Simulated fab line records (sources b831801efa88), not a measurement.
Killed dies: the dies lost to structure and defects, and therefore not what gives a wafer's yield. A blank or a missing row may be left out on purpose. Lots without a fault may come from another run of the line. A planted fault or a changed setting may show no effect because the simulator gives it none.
The same fault as seen by 2 desks ; flow sky130 ; only its own numbers are on each desk; what lay behind them is given at the end

## AT THE METROLOGY DESK
What the gauges read, lot by lot, whatever tool the lot ran on: means of the sampled wafers that have a number. Any lot whose mean is over 4 standard deviations away from the usual mean is out of limits and marked OUT; that distance is given in the brackets.
Columns: A = METAL2_OVL at SKY_METAL2_OVL_MEAS_16, usual 2 nm; B = VIA2_OVL at SKY_VIA2_OVL_MEAS_13, usual -1 nm
lot;first seen here;A;B
L356;day 34 20:53;-2;-7
L358;day 35 10:50;1;1
L359;day 36 02:31;-3;-3
L360;day 36 07:32;-2;0
L362;day 37 00:23;2;-3
L364;day 37 15:26;0;3
L365;day 37 19:37;-6;-2
L366;day 38 07:01;4;-7
L376;day 41 07:28;3;-2
L378;day 41 22:59;2;-5
L379;day 42 02:43;-3;-2
This desk's finding: nothing out of limits on any of the 11 lots.

## FOR THE TOOL OWNER'S DESK: rie-metal-02
The tool's own readings at SKY_METAL2_METAL_ETCH_19 (etches the open film in Cl2/BCl3, stops on SiO2, target depth 360 nm, time 78 s): means of the sampled wafers that have a number, for each lot that ran on this tool. Any lot whose mean is over 4 standard deviations away from the usual mean is out of limits and marked OUT; that distance is given in the brackets.
Columns: A = bcl3-flow-sccm at SKY_METAL2_METAL_ETCH_19, usual 30.00 sccm; B = chamber-pressure-mTorr at SKY_METAL2_METAL_ETCH_19, usual 10.000 mTorr; C = drypump-motor-current-A at SKY_METAL2_METAL_ETCH_19, usual 5.7 A; D = oes-product-au at SKY_METAL2_METAL_ETCH_19, usual 0.853 a.u.; E = throttle-valve-pct at SKY_METAL2_METAL_ETCH_19, usual 22.264 %
lot;first seen here;A;B;C;D;E
L358;day 35 10:58;29.99;9.998;5.3;0.845;22.269
L362;day 37 00:32;30.00;9.994;6.1;0.855;22.272
L364;day 37 15:34;30.04;10.003;5.7;0.859;22.255
L365;day 37 19:44;30.02;9.990;5.7;0.814 (-7.3) OUT;22.271
L366;day 38 07:09;30.09;10.005;5.7;0.767 (-16) OUT;22.264
L379;day 42 02:50;30.06;10.003;5.7;0.857;22.264
This desk finds L365, L366 out of limits, L365 being first, at day 37 19:44 (oes-product-au at SKY_METAL2_METAL_ETCH_19). In limits: L358, L362, L364, L379.

## TAKEN TOGETHER
The tool owner's desk could have raised an alarm at day 37 19:44, on L365, L366.
At the metrology desk, nothing out of limits was observed.
The metrology desk has L365, L366 on record, within its limits.
Every lot named ran SKY_METAL2_METAL_ETCH_19 on rie-metal-02.

## WHAT WAS PUT IN BY THE SIMULATOR
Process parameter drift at SKY_METAL2_METAL_ETCH_19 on rie-metal-02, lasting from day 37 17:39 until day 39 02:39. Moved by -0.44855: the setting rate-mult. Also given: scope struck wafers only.
Struck lots among those shown: L365, L366.
Hours from the fault's start to each desk's first reading out of limits: the tool owner's desk, 2.
